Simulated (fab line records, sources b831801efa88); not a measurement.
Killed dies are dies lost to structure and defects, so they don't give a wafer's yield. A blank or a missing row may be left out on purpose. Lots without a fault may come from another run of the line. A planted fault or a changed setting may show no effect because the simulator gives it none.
fab line records | flow sky130
record lots=13 wafers=39 last_day=50
route steps=708 shown VIA1@461 METAL2@487 VIA2@510 PAD_OPEN@708
lots that met no fault: from a run of the same line without faults
start_h: hours from the record's first day to the start of the lot's first wafer shown | wait_h: hours since the lot's step before | " the same as in the row above | L1.1+2: a row that stands for several wafers | - no value, or no start given | * or withheld: withheld | < > ~ a bound
route shown NAME@n: a module of which the file shows steps, and the number in the route of the first | usual: mean/standard deviation of fault-free wafers | same: alike in all rows | chamber/n: place in a boat | sites: the reading at each site | _std_site: their standard deviation | _edge_site: outer sites' mean less inner sites' | radius_mm: how far each site lies from the wafer's centre | mask NAME#n: copy n | behind: the tool/chamber that last shaped the wafer | hold: why the lot was held/for how many hours/how that ended | device: the transistor (n, p or np) that didn't switch | end of line: the same wafers' tests at the end of the route | a step without rows: its recipe alone | killed: dies lost to structure and defects at the first sort, not the wafer's yield | map: a wafer's dies, x killed, . not, _ none there
set.NAME: the setting as run; set.NAME@STEP: as run at that earlier step | model.NAME: the simulator's own value behind a step, which no gauge read
steps of the route over a sample of lots; a table a step, a row a wafer
services: from which hour (start_h, from the record's first day; less than 0 if before it) a tool's chamber was out of use, for how many hours, and why
## steps
# step SKY_VIA1_BOW_MEAS_03
# recipe mode=bow
# usual VIA1_BOW=81/7.7
# columns lot.wafer tool chamber start_h wait_h VIA1_BOW[um]
L710.3 film_metro-03 - 788.23 0.2 90
L710.4 " - " " 75
L710.6 " - " " 79
L711.4 film_metro-02 - 788.97 0.3 83
L711.5 " - " " 83
L711.6 " - " " 86
L712.4 film_metro-03 - 797.35 0.3 77
L712.5 " - " " 82
L712.6 " - " " 69
L713.2 film_metro-02 - 811.72 0.2 75
L713.4 " - " " 82
L713.6 " - " " 94
L714.3 film_metro-02 - 821.32 0.2 83
L714.4 " - " " 77
L714.5 " - " " 88
L715.1 film_metro-03 - 833.33 0.1 95
L715.4 " - " " 100
L715.5 " - " " 77
L717.1 film_metro-03 - 840.13 0.2 71
L717.4 " - " " 87
L717.6 " - " " 82
L719.2 film_metro-02 - 853.15 0.1 77
L719.4 " - " " 91
L719.6 " - " " 81
L721.1 film_metro-02 - 869.46 0.1 83
L721.2 " - " " 77
L721.4 " - " " 76
L725.3 film_metro-04 - 898.15 0.1 87
L725.4 " - " " 78
L725.6 " - " " 70
L728.1 film_metro-02 - 917.68 0.1 87
L728.4 " - " " 85
L728.6 " - " " 88
L729.1 film_metro-03 - 936.72 0.1 77
L729.3 " - " " 72
L729.6 " - " " 79
L731.2 film_metro-03 - 937.89 0.2 100
L731.3 " - " " 93
L731.5 " - " " 81
# step SKY_METAL2_SPUTTER_04
# recipe material=TiN target_thk_nm=70 power_w=6500 time_s=61.14 chamber_pressure_pa=0.4
# usual throttle_valve_pct=30.2/1.3
# columns lot.wafer tool chamber start_h wait_h throttle_valve_pct
L710.3 pvd_sputter-03 - 815.73 0.0 31.1
L710.4 " - " " 31.0
L710.6 " - " " 28.6
L711.4 pvd_sputter-01 - 817.36 0.0 31.0
L711.5 " - " " 30.8
L711.6 " - " " 31.8
L712.4 pvd_sputter-01 - 825.30 0.0 31.0
L712.5 " - " " 31.5
L712.6 " - " " 31.4
L713.2 pvd_sputter-03 - 839.46 0.0 31.3
L713.4 " - " " 31.1
L713.6 " - " " 31.0
L714.3 pvd_sputter-02 - 849.60 0.0 28.9
L714.4 " - " " 31.3
L714.5 " - " " 28.9
L715.1 pvd_sputter-03 - 861.55 0.0 30.7
L715.4 " - " " 28.5
L715.5 " - " " 30.1
L717.1 pvd_sputter-01 - 867.75 0.0 29.9
L717.4 " - " " 28.0
L717.6 " - " " 31.1
L719.2 pvd_sputter-02 - 880.45 0.0 32.3
L719.4 " - " " 29.6
L719.6 " - " " 29.3
L721.1 pvd_sputter-03 - 896.54 0.0 29.9
L721.2 " - " " 31.3
L721.4 " - " " 31.0
L725.3 pvd_sputter-02 - 925.44 0.0 32.5
L725.4 " - " " 31.3
L725.6 " - " " 29.2
L728.1 pvd_sputter-02 - 943.69 0.0 28.9
L728.4 " - " " 29.4
L728.6 " - " " 31.4
L729.1 pvd_sputter-03 - 962.50 0.0 30.0
L729.3 " - " " 31.2
L729.6 " - " " 28.4
L731.2 pvd_sputter-01 - 964.39 0.0 31.1
L731.3 " - " " 28.0
L731.5 " - " " 27.9
# step SKY_METAL2_SOFTBAKE_11
# recipe temp_c=100 time_s=90 resist=KrF-thick
# usual heater_power_total_W=57.35/0.11 plate_temp_C=100.02/0.12
# columns lot.wafer tool chamber start_h wait_h heater_power_total_W plate_temp_C
L710.3 litho_track-03 0 829 - 57.42 99.84
L710.4 " 0 830 - 57.44 100.04
L710.6 " 0 " " 57.20 100.19
L711.4 litho_track-03 0 831 - 57.29 99.96
L711.5 " 0 " " 57.46 100.20
L711.6 " 0 " " 57.24 99.96
L712.4 litho_track-04 0 838 - 57.49 100.05
L712.5 " 0 " " 57.35 99.87
L712.6 " 0 " " 57.30 100.09
L713.2 litho_track-04 0 852 - 57.48 99.97
L713.4 " 0 " " 57.60 100.08
L713.6 " 0 " " 57.28 99.96
L714.3 litho_track-01 0 862 - 57.46 99.91
L714.4 " 0 " " 57.40 99.94
L714.5 " 0 " " 57.16 100.02
L715.1 litho_track-04 0 874 - 57.19 99.88
L715.4 " 0 " " 57.41 99.81
L715.5 " 0 " " 57.21 99.76
L717.1 litho_track-04 0 880 - 57.41 99.86
L717.4 " 0 " " 57.24 99.79
L717.6 " 0 881 - 57.35 99.75
L719.2 litho_track-01 0 892 - 57.32 99.91
L719.4 " 0 " " 57.31 100.01
L719.6 " 0 893 - 57.27 99.85
L721.1 litho_track-03 0 909 - 57.16 100.03
L721.2 " 0 " " 57.38 100.05
L721.4 " 0 " " 57.50 100.05
L725.3 litho_track-01 0 938 - 57.32 100.01
L725.4 " 0 " " 57.07 100.09
L725.6 " 0 " " 57.17 100.01
L728.1 litho_track-03 0 955 - 56.66 99.30
L728.4 " 0 " " 56.56 98.92
L728.6 " 0 " " 56.47 99.16
L729.1 litho_track-03 0 974 - 56.54 99.09
L729.3 " 0 " " 56.55 99.09
L729.6 " 0 " " 56.66 98.96
L731.2 litho_track-04 0 976 - 57.43 99.90
L731.3 " 0 " " 57.29 100.07
L731.5 " 0 " " 57.27 99.93
# step SKY_VIA2_BOW_MEAS_03
# recipe mode=bow
# usual VIA2_BOW=87/7.6
# columns lot.wafer tool chamber start_h wait_h VIA2_BOW[um]
L710.3 film_metro-03 - 843.74 0.3 98
L710.4 " - " " 85
L710.6 " - " " 88
L711.4 film_metro-01 - 845.43 0.2 85
L711.5 " - " " 87
L711.6 " - " " 88
L712.4 film_metro-03 - 853.08 0.2 82
L712.5 " - " " 86
L712.6 " - " " 75
L713.2 film_metro-01 - 866.50 0.1 80
L713.4 " - " " 85
L713.6 " - " " 99
L714.3 film_metro-01 - 876.45 0.1 86
L714.4 " - " " 81
L714.5 " - " " 93
L715.1 film_metro-04 - 888.72 0.1 104
L715.4 " - " " 108
L715.5 " - " " 86
L717.1 film_metro-03 - 894.10 0.2 77
L717.4 " - " " 95
L717.6 " - " " 89
L719.2 film_metro-01 - 907.50 0.1 85
L719.4 " - " " 99
L719.6 " - " " 89
L721.1 film_metro-01 - 922.64 0.1 86
L721.2 " - " " 81
L721.4 " - " " 82
L725.3 film_metro-01 - 951.65 0.1 96
L725.4 " - " " 88
L725.6 " - " " 80
L728.1 film_metro-01 - 969.46 0.1 91
L728.4 " - " " 91
L728.6 " - " " 92
L729.1 film_metro-04 - 987.78 0.1 82
L729.3 " - " " 79
L729.6 " - " " 85
L731.2 film_metro-03 - 989.73 0.1 106
L731.3 " - " " 100
L731.5 " - " " 88
# step SKY_PAD_OPEN_PROBE_99
# usual defect_limited_yield=82.5/1.8 killed_at_M0_to_M3=43/6.6 killed_at_M4_up=2.9/1.8 killed_at_contacts=25/5.3 killed_at_front_end=15/4.1 killed_at_other=0.3/0.6 killed_dies=86/8.8 killed_on_rim=17/3.5 killed_open=47/6.7 killed_short=39/6.2 sort_bin_3_pad_short=0.9/0.44 sort_bin_5_function=10.3/1.6 sort_bin_6_memory=6.3/1 sort_n_pass=406/8.8 sort_yield_pct=82.5/1.8
# same gross_dies=492 killed_at_back_side=0 sort_bin_4_leakage[%]=0 sort_bin_8_speed[%]=0
# columns lot.wafer tool chamber start_h wait_h defect_limited_yield[%] killed_at_M0_to_M3 killed_at_M4_up killed_at_contacts killed_at_front_end killed_at_other killed_dies killed_on_rim killed_open killed_short sort_bin_3_pad_short[%] sort_bin_5_function[%] sort_bin_6_memory[%] sort_n_pass sort_yield_pct[%]
L710.3 prober-01 - 1092.40 0.2 81.5 41 1 31 17 1 91 18 45 46 1.2 11.8 5.5 401 81.5
L710.4 prober-01 - 1092.45 0.2 84.6 41 1 18 16 0 76 12 38 38 0.8 8.7 5.9 416 84.6
L710.6 prober-01 - 1092.55 0.2 83.5 50 3 13 14 1 81 14 39 42 1.4 8.3 6.7 411 83.5
L711.4 prober-02 - 1094.95 0.2 84.3 30 2 27 17 1 77 11 36 40 0.6 10.0 5.1 415 84.3
L711.5 prober-02 - 1095.00 0.2 82.7 44 3 19 18 1 85 18 43 42 2.0 10.4 4.9 407 82.7
L711.6 prober-02 - 1095.05 0.2 83.7 33 4 28 14 1 80 18 47 33 0.6 11.0 4.7 412 83.7
L712.4 prober-01 - 1101.51 0.2 85.2 35 2 22 14 0 73 17 38 35 0.8 9.1 4.9 419 85.2
L712.5 prober-01 - 1101.56 0.2 82.5 39 3 31 13 0 86 17 49 37 1.0 8.1 8.3 406 82.5
L712.6 prober-01 - 1101.61 0.2 81.5 56 3 20 12 0 91 12 46 45 1.2 11.2 6.1 401 81.5
L713.2 prober-02 - 1113.17 0.1 81.3 45 1 26 19 1 92 13 54 38 1.4 11.0 6.3 400 81.3
L713.4 prober-02 - 1113.27 0.2 82.7 43 6 23 12 1 85 17 49 36 0.8 10.6 5.9 407 82.7
L713.6 prober-02 - 1113.37 0.2 81.7 45 5 25 15 0 90 19 50 40 0.8 11.4 6.1 402 81.7
L714.3 prober-01 - 1120.31 0.2 79.7 56 3 23 18 0 100 21 45 55 1.0 12.6 6.7 392 79.7
L714.4 prober-01 - 1120.36 0.2 81.7 43 3 32 11 1 90 17 52 38 0.8 10.4 7.1 402 81.7
L714.5 prober-01 - 1120.41 0.2 83.1 37 4 26 16 0 83 20 51 32 0.8 10.0 6.1 409 83.1
L715.1 prober-02 - 1128.68 0.1 84.1 32 7 21 18 0 78 20 35 43 0.6 10.4 4.9 414 84.1
L715.4 prober-02 - 1128.83 0.2 79.7 67 4 17 12 0 100 17 57 43 1.6 12.4 6.3 392 79.7
L715.5 prober-02 - 1128.88 0.2 81.9 42 1 34 12 0 89 19 54 35 1.0 11.6 5.5 403 81.9
L717.1 prober-01 - 1136.14 0.1 83.5 35 3 26 17 0 81 18 44 37 0.4 9.6 6.5 411 83.5
L717.4 prober-01 - 1136.29 0.2 81.5 47 4 31 9 0 91 15 56 35 0.6 10.8 7.1 401 81.5
L717.6 prober-01 - 1136.39 0.2 82.3 42 3 24 18 0 87 23 52 34 0.4 11.8 5.5 405 82.3
L719.2 prober-01 - 1141.71 0.1 81.3 40 0 33 19 0 92 18 50 42 1.4 11.8 5.5 400 81.3
L719.4 prober-01 - 1141.81 0.2 85.2 26 2 27 18 0 73 16 35 37 1.4 8.5 4.9 419 85.2
L719.6 prober-01 - 1141.91 0.2 82.1 35 3 28 21 1 88 17 42 46 1.6 9.3 6.9 404 82.1
L721.1 prober-01 - 1154.46 0.1 82.3 42 5 28 12 0 87 14 50 37 0.8 8.5 8.3 405 82.3
L721.2 prober-01 - 1154.51 0.1 85.0 36 5 19 14 0 74 10 43 30 0.4 10.0 4.7 418 85.0
L721.4 prober-01 - 1154.61 0.2 79.7 49 6 25 16 4 100 17 46 52 1.0 12.2 7.1 392 79.7
L725.3 prober-01 - 1176.62 0.2 83.9 38 3 30 8 0 79 16 43 36 0.6 10.6 4.9 413 83.9
L725.4 prober-01 - 1176.67 0.2 87.0 29 2 26 7 0 64 18 33 31 0.6 8.5 3.9 428 87.0
L725.6 prober-01 - 1176.77 0.2 83.1 43 8 17 15 0 83 16 39 44 1.0 10.2 5.7 409 83.1
L728.1 prober-02 - 1187.28 0.1 82.1 38 2 33 14 1 88 18 46 42 2.2 8.5 7.1 404 82.1
L728.4 prober-02 - 1187.43 0.2 84.1 36 3 23 16 0 78 15 39 39 0.6 10.0 5.3 414 84.1
L728.6 prober-02 - 1187.53 0.2 82.3 41 5 26 15 0 87 16 45 41 0.6 10.8 6.3 405 82.3
L729.1 prober-01 - 1199.09 0.1 80.9 45 4 24 20 1 94 14 55 38 1.6 10.4 7.1 398 80.9
L729.3 prober-01 - 1199.19 0.2 80.7 52 4 22 17 0 95 16 50 45 1.2 10.8 7.3 397 80.7
L729.6 prober-01 - 1199.34 0.2 82.3 42 0 30 14 1 87 15 54 32 0.8 11.8 5.1 405 82.3
L731.2 prober-01 - 1201.20 0.1 82.3 44 3 21 19 0 87 14 49 38 0.6 11.2 5.9 405 82.3
L731.3 prober-01 - 1201.25 0.2 83.3 47 1 21 13 0 82 19 54 27 1.2 10.6 4.9 410 83.3
L731.5 prober-01 - 1201.35 0.2 84.6 33 2 27 14 0 76 21 42 34 0.8 7.5 7.1 416 84.6
# killed by level:class
L710.3 LI_CONTACT:geometric_particle:open=10 VIA1:geometric_particle:open=8 METAL1:geometric_particle:short=8 CONTACT:geometric_particle:short=7 LI_CONTACT:geometric_particle:short=5 CONTACT:geometric_particle:open=5 METAL2:geometric_particle:short=5 VIA2:geometric_particle:open=5
L710.4 CONTACT:geometric_particle:open=9 VIA3:geometric_particle:open=7 VIA2:geometric_particle:open=6 METAL2:geometric_particle:short=5 POLY_GATE:geometric_particle:open=4 LI_CONTACT:geometric_particle:short=4 METAL1:geometric_particle:short=4 VIA1:geometric_particle:short=4
L710.6 VIA1:geometric_particle:open=10 VIA2:geometric_particle:open=8 VIA2:geometric_particle:short=8 METAL2:geometric_particle:short=5 VIA3:geometric_particle:open=5 LOCAL_INTERCONNECT:geometric_particle:short=4 CONTACT:geometric_particle:open=4 METAL1:geometric_particle:short=4
L711.4 CONTACT:geometric_particle:open=12 VIA1:geometric_particle:open=7 FIELD_ISO:geometric_particle:short=6 POLY_GATE:geometric_particle:short=6 LI_CONTACT:geometric_particle:open=6 CONTACT:geometric_particle:short=4 VIA1:geometric_particle:short=4 METAL2:geometric_particle:short=4
L711.5 VIA1:geometric_particle:open=10 FIELD_ISO:geometric_particle:short=6 CONTACT:geometric_particle:open=6 VIA2:geometric_particle:open=6 LOCAL_INTERCONNECT:geometric_particle:short=5 VIA3:geometric_particle:open=4 POLY_GATE:geometric_particle:short=4 LI_CONTACT:geometric_particle:open=4
L711.6 LI_CONTACT:geometric_particle:open=12 CONTACT:geometric_particle:open=9 METAL2:geometric_particle:short=6 VIA2:geometric_particle:open=5 VIA3:geometric_particle:short=5 POLY_GATE:geometric_particle:open=4 METAL1:geometric_particle:open=4 FIELD_ISO:geometric_particle:short=3
L712.4 CONTACT:geometric_particle:open=8 LI_CONTACT:geometric_particle:open=7 VIA1:geometric_particle:open=6 METAL3:geometric_particle:short=6 FIELD_ISO:geometric_particle:open=5 VIA2:geometric_particle:open=5 VIA3:geometric_particle:open=5 FIELD_ISO:geometric_particle:short=4
L712.5 LI_CONTACT:geometric_particle:open=13 VIA1:geometric_particle:open=12 CONTACT:geometric_particle:short=7 CONTACT:geometric_particle:open=6 METAL1:geometric_particle:short=6 FIELD_ISO:geometric_particle:open=5 METAL2:geometric_particle:short=5 VIA1:geometric_particle:short=4
L712.6 VIA1:geometric_particle:open=15 VIA2:geometric_particle:short=7 VIA1:geometric_particle:short=6 VIA3:geometric_particle:open=6 METAL2:geometric_particle:short=6 VIA2:geometric_particle:open=6 CONTACT:geometric_particle:short=5 LI_CONTACT:geometric_particle:open=5
L713.2 VIA1:geometric_particle:open=12 VIA2:geometric_particle:open=11 CONTACT:geometric_particle:open=8 CONTACT:geometric_particle:short=7 FIELD_ISO:geometric_particle:open=6 LI_CONTACT:geometric_particle:open=5 VIA3:geometric_particle:open=5 VIA1:geometric_particle:short=4
L713.4 VIA1:geometric_particle:open=15 CONTACT:geometric_particle:open=13 METAL1:geometric_particle:short=6 VIA3:geometric_particle:open=6 VIA2:geometric_particle:open=5 METAL2:geometric_particle:short=4 METAL3:geometric_particle:short=4 METAL4:geometric_particle:short=4
L713.6 VIA1:geometric_particle:open=14 CONTACT:geometric_particle:open=8 LI_CONTACT:geometric_particle:open=7 METAL1:geometric_particle:short=6 VIA1:geometric_particle:short=6 LOCAL_INTERCONNECT:geometric_particle:short=5 FIELD_ISO:geometric_particle:short=4 POLY_GATE:geometric_particle:open=4
L714.3 VIA1:geometric_particle:open=13 CONTACT:geometric_particle:open=11 METAL1:geometric_particle:short=11 POLY_GATE:geometric_particle:short=6 LOCAL_INTERCONNECT:geometric_particle:short=5 VIA1:geometric_particle:short=5 VIA2:geometric_particle:open=5 VIA3:geometric_particle:short=5
L714.4 VIA1:geometric_particle:open=13 LI_CONTACT:geometric_particle:open=11 VIA2:geometric_particle:open=8 CONTACT:geometric_particle:open=8 LOCAL_INTERCONNECT:geometric_particle:short=6 METAL1:geometric_particle:short=5 METAL2:geometric_particle:short=5 POLY_GATE:geometric_particle:short=4
L714.5 CONTACT:geometric_particle:open=11 VIA1:geometric_particle:open=9 VIA2:geometric_particle:open=7 POLY_GATE:geometric_particle:open=6 LI_CONTACT:geometric_particle:open=6 METAL1:geometric_particle:short=5 LOCAL_INTERCONNECT:geometric_particle:short=5 CONTACT:geometric_particle:short=4
L715.1 CONTACT:geometric_particle:open=7 POLY_GATE:geometric_particle:short=5 POLY_GATE:geometric_particle:open=5 CONTACT:geometric_particle:short=5 METAL2:geometric_particle:short=5 VIA2:geometric_particle:open=5 METAL3:geometric_particle:short=5 METAL4:geometric_particle:short=5
L715.4 VIA3:geometric_particle:open=11 VIA1:geometric_particle:open=11 CONTACT:geometric_particle:open=9 METAL1:geometric_particle:short=8 VIA2:geometric_particle:open=7 METAL2:geometric_particle:short=5 VIA3:geometric_particle:short=5 VIA2:geometric_particle:short=4
L715.5 CONTACT:geometric_particle:open=13 VIA1:geometric_particle:open=9 VIA3:geometric_particle:open=8 VIA1:geometric_particle:short=7 VIA2:geometric_particle:open=7 LI_CONTACT:geometric_particle:open=6 CONTACT:geometric_particle:short=6 FIELD_ISO:geometric_particle:open=5
L717.1 LI_CONTACT:geometric_particle:open=9 VIA2:geometric_particle:open=8 CONTACT:geometric_particle:short=6 FIELD_ISO:geometric_particle:open=5 VIA3:geometric_particle:open=5 LOCAL_INTERCONNECT:geometric_particle:short=4 POLY_GATE:geometric_particle:short=4 POLY_GATE:geometric_particle:open=4
L717.4 VIA1:geometric_particle:open=12 CONTACT:geometric_particle:open=11 LI_CONTACT:geometric_particle:open=10 VIA2:geometric_particle:open=8 LI_CONTACT:geometric_particle:short=7 VIA3:geometric_particle:open=7 VIA1:geometric_particle:short=6 METAL2:geometric_particle:short=4
L717.6 CONTACT:geometric_particle:open=10 VIA1:geometric_particle:open=9 VIA3:geometric_particle:short=8 VIA3:geometric_particle:open=8 LI_CONTACT:geometric_particle:open=7 FIELD_ISO:geometric_particle:open=5 POLY_GATE:geometric_particle:short=4 POLY_GATE:geometric_particle:open=4
L719.2 VIA1:geometric_particle:open=11 LI_CONTACT:geometric_particle:open=11 CONTACT:geometric_particle:open=11 METAL2:geometric_particle:short=9 POLY_GATE:geometric_particle:short=5 CONTACT:geometric_particle:short=4 METAL1:geometric_particle:short=4 FIELD_ISO:geometric_particle:open=3
L719.4 LI_CONTACT:geometric_particle:open=11 METAL2:geometric_particle:short=6 VIA3:geometric_particle:open=6 FIELD_ISO:geometric_particle:open=5 FIELD_ISO:geometric_particle:short=5 VIA1:geometric_particle:short=5 LOCAL_INTERCONNECT:geometric_particle:short=4 CONTACT:geometric_particle:short=4
L719.6 CONTACT:geometric_particle:open=15 VIA1:geometric_particle:open=9 METAL2:geometric_particle:short=7 FIELD_ISO:geometric_particle:short=6 CONTACT:geometric_particle:short=6 POLY_GATE:geometric_particle:short=5 METAL1:geometric_particle:short=5 FIELD_ISO:geometric_particle:open=4
L721.1 LI_CONTACT:geometric_particle:open=13 CONTACT:geometric_particle:open=9 VIA1:geometric_particle:open=7 VIA2:geometric_particle:open=6 METAL1:geometric_particle:short=6 METAL2:geometric_particle:short=6 VIA3:geometric_particle:open=5 POLY_GATE:geometric_particle:open=4
L721.2 CONTACT:geometric_particle:open=6 VIA1:geometric_particle:open=6 VIA3:geometric_particle:open=6 LI_CONTACT:geometric_particle:open=5 VIA2:geometric_particle:open=5 POLY_GATE:geometric_particle:short=4 METAL2:geometric_particle:open=4 CONTACT:geometric_particle:short=4
L721.4 VIA2:geometric_particle:open=10 LI_CONTACT:geometric_particle:open=8 CONTACT:geometric_particle:open=8 METAL1:geometric_particle:short=8 FIELD_ISO:geometric_particle:short=7 VIA3:geometric_particle:open=6 METAL2:geometric_particle:short=5 CONTACT:geometric_particle:short=5
L725.3 LI_CONTACT:geometric_particle:open=10 CONTACT:geometric_particle:open=10 METAL2:geometric_particle:short=7 VIA3:geometric_particle:open=7 VIA2:geometric_particle:open=6 METAL1:geometric_particle:short=6 VIA1:geometric_particle:open=5 CONTACT:geometric_particle:short=5
L725.4 LI_CONTACT:geometric_particle:open=11 VIA1:geometric_particle:open=9 LOCAL_INTERCONNECT:geometric_particle:short=5 CONTACT:geometric_particle:short=5 VIA2:geometric_particle:short=4 VIA1:geometric_particle:short=4 VIA3:geometric_particle:open=3 LI_CONTACT:geometric_particle:short=3
L725.6 VIA1:geometric_particle:short=8 VIA1:geometric_particle:open=8 LI_CONTACT:geometric_particle:short=7 METAL2:geometric_particle:short=6 CONTACT:geometric_particle:open=6 METAL4:geometric_particle:short=6 METAL1:geometric_particle:open=5 POLY_GATE:geometric_particle:open=4
L728.1 CONTACT:geometric_particle:open=16 VIA1:geometric_particle:open=9 METAL2:geometric_particle:short=7 LI_CONTACT:geometric_particle:open=7 METAL1:geometric_particle:short=5 POLY_GATE:geometric_particle:short=4 LOCAL_INTERCONNECT:geometric_particle:short=4 VIA2:geometric_particle:short=4
L728.4 CONTACT:geometric_particle:open=7 VIA2:geometric_particle:open=6 VIA1:geometric_particle:open=6 VIA2:geometric_particle:short=5 LI_CONTACT:geometric_particle:open=5 VIA1:geometric_particle:short=5 LI_CONTACT:geometric_particle:short=4 VIA3:geometric_particle:open=4
L728.6 VIA1:geometric_particle:open=11 LI_CONTACT:geometric_particle:open=8 VIA2:geometric_particle:open=6 CONTACT:geometric_particle:open=6 FIELD_ISO:geometric_particle:short=5 LI_CONTACT:geometric_particle:short=5 CONTACT:geometric_particle:short=5 METAL1:geometric_particle:short=5
L729.1 VIA1:geometric_particle:open=13 VIA3:geometric_particle:open=10 CONTACT:geometric_particle:open=9 VIA2:geometric_particle:open=9 LOCAL_INTERCONNECT:geometric_particle:short=6 POLY_GATE:geometric_particle:open=5 CONTACT:geometric_particle:short=5 METAL1:geometric_particle:short=5
L729.3 VIA1:geometric_particle:open=12 VIA2:geometric_particle:open=9 VIA3:geometric_particle:open=8 FIELD_ISO:geometric_particle:short=6 LOCAL_INTERCONNECT:geometric_particle:short=6 CONTACT:geometric_particle:open=6 METAL2:geometric_particle:short=6 METAL1:geometric_particle:short=5
L729.6 VIA1:geometric_particle:open=14 CONTACT:geometric_particle:open=9 LI_CONTACT:geometric_particle:open=8 LOCAL_INTERCONNECT:geometric_particle:short=7 VIA3:geometric_particle:open=7 VIA2:geometric_particle:open=6 CONTACT:geometric_particle:short=5 FIELD_ISO:geometric_particle:short=3
L731.2 METAL2:geometric_particle:short=10 CONTACT:geometric_particle:open=7 METAL1:geometric_particle:short=7 VIA2:geometric_particle:open=7 FIELD_ISO:geometric_particle:open=6 VIA1:geometric_particle:open=6 POLY_GATE:geometric_particle:open=4 LI_CONTACT:geometric_particle:open=4
L731.3 VIA1:geometric_particle:open=21 VIA2:geometric_particle:open=8 LI_CONTACT:geometric_particle:open=7 VIA3:geometric_particle:short=6 FIELD_ISO:geometric_particle:open=5 POLY_GATE:geometric_particle:short=5 CONTACT:geometric_particle:short=5 CONTACT:geometric_particle:open=4
L731.5 CONTACT:geometric_particle:open=12 VIA1:geometric_particle:open=9 METAL1:geometric_particle:short=7 VIA2:geometric_particle:open=5 POLY_GATE:geometric_particle:short=4 LI_CONTACT:geometric_particle:open=4 LOCAL_INTERCONNECT:geometric_particle:short=4 CONTACT:geometric_particle:short=4
## services
# columns tool chamber start_h hours kind
pvd_sputter-03 - 804.38 1.4 repair
pvd_sputter-02 - 852.24 1.9 repair
pvd_sputter-01 - 865.53 0.6 repair
pvd_sputter-01 - 890.58 10.3 repair
pvd_sputter-03 - 905.76 5.1 repair
pvd_sputter-01 - 925.37 2.8 repair
pvd_sputter-02 - 964.56 1.4 repair
## key
first_sign step=SKY_METAL2_SOFTBAKE_11 reading=plate_temp_C direction=down sigmas=7.5 usual=* struck=*
effect step=SKY_METAL2_SOFTBAKE_11 reading=heater_power_total_W direction=down sigmas=6.8 usual=* struck=*
met_at SKY_METAL2_SOFTBAKE_11
struck_lots L728,L729
not_acting_at SKY_VIA1_BOW_MEAS_03,SKY_METAL2_SPUTTER_04,SKY_VIA2_BOW_MEAS_03
onset_between 909 955
fault kind=process_parameter_drift tool=litho_track-03 chamber=- onset_h=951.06 steps=SKY_METAL2_SOFTBAKE_11 channel=temp_c offset=* shape=step end_h=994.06 acts_in=* stated=*
